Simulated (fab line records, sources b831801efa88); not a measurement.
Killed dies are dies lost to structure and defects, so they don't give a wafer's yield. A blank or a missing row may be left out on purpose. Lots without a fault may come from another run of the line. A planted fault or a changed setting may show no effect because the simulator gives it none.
Problem report in the 8D (eight disciplines) form, filled by code | flow gf180mcu | the parts of the form that need people (team, actions taken, sign-off) are left out

1. THE PROBLEM
HV_LDD_3_TW at GF_HV_LDD_TW_MEAS_38 reads a mean of 1339 on 9 wafers of 3 lots; wafers without a fault read 1446 with a standard deviation of 11. That is -9.7 standard deviations from the usual mean.
First seen on wafer L522.1, day 16 08:01, on film_metro-03. The record holds 39 wafers of 13 lots with a number at this step. Rule for "out", or "out of limits": more than 4 standard deviations from the usual mean. The other wafers with a number count as sound.

2. WHAT IT IS AND WHAT IT IS NOT
question                    | is                           | is not
which readings at this step | HV_LDD_3_TW                  | -
which lots                  | L522, L523, L525             | L510, L511, L512, L514, L516, L517, L524, L528, L530, L532
which wafers of those lots  | all that have a number       | -
read on which gauges        | film_metro-03, film_metro-04 | film_metro-01
when                        | from day 16 08:01            | up to then (18 sound wafers); but 12 sound wafers of L524, L528, L530, L532 came after

3. SUSPECTS, AND WHAT RULES EACH OUT
Counting: a tool at a process step up to the reading stays a suspect if it ran every lot that is out and no sound lot after the first of them.
- the gauge at GF_HV_LDD_TW_MEAS_38: ruled out. The wafers that are out were read on 2 gauges (film_metro-03, film_metro-04).
- implanter-04 at GF_HV_LDD_IMPLANT_35: kept. It ran every lot that is out, first L522 (day 16 07:37), and no sound lot after that; its last sound lot up to then is L517 (day 14 15:35). Its own readings are out on those wafers: dose_ions_cm2, faraday_current_uA.
Left after counting: implanter-04 at GF_HV_LDD_IMPLANT_35.

4. THE CAUSE (what the simulator had put in)
Process parameter drift: implanter-04, from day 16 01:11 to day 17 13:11, at GF_HV_LDD_IMPLANT_35. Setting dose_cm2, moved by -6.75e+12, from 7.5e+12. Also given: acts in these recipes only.
Counting left only this tool.

5. THE CHAIN OF EFFECTS, in route order
Each row: a reading whose mean over the struck wafers that have a number lies more than 3 standard deviations from the usual. Only readings for which the record gives a usual standard deviation are gone through. hours: the time from each lot's start at the first step in this table that gives one to its start at this step, as a median over the lots. sigmas: the change in usual standard deviations.
hours | step                 | reading            | usual        | on struck wafers | change     | sigmas
0     | GF_HV_LDD_IMPLANT_35 | dose_ions_cm2      | 7.498e+12    | 7.499e+11        | -6.748e+12 | -99 or more
0     | GF_HV_LDD_IMPLANT_35 | faraday_current_uA | 42.4         | 4.3              | -38.1      | -46
0     | GF_HV_LDD_TW_MEAS_38 | HV_LDD_3_TW        | 1446         | 1339             | -107       | -9.7
24    | GF_HV_LDD_RS_MEAS_53 | HV_LDD_RS          | 419.0 ohm/sq | 438.2            | +19.2      | +23
The process steps in it:
- GF_HV_LDD_IMPLANT_35
Later measuring or inspecting steps at which every struck wafer that the step has a row for has a number for every such reading, and none has moved that far: GF_HV_LDD_THK_MEAS_55.

6. WHAT WOULD HAVE CAUGHT IT SOONER
In this record the first reading out of limits at a measuring or inspecting step was taken at day 16 08:01, 7 hours after the fault began at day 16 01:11.
The tool's own readings at GF_HV_LDD_IMPLANT_35 were out on every struck wafer that the step has a row for (dose_ions_cm2, faraday_current_uA): an alarm limit on them would have fired on the first of those.
Of the lots that are out (3), L523, L525 began GF_HV_LDD_IMPLANT_35 on implanter-04 after day 16 08:01. A hold on the tool at that time would have spared those 2.
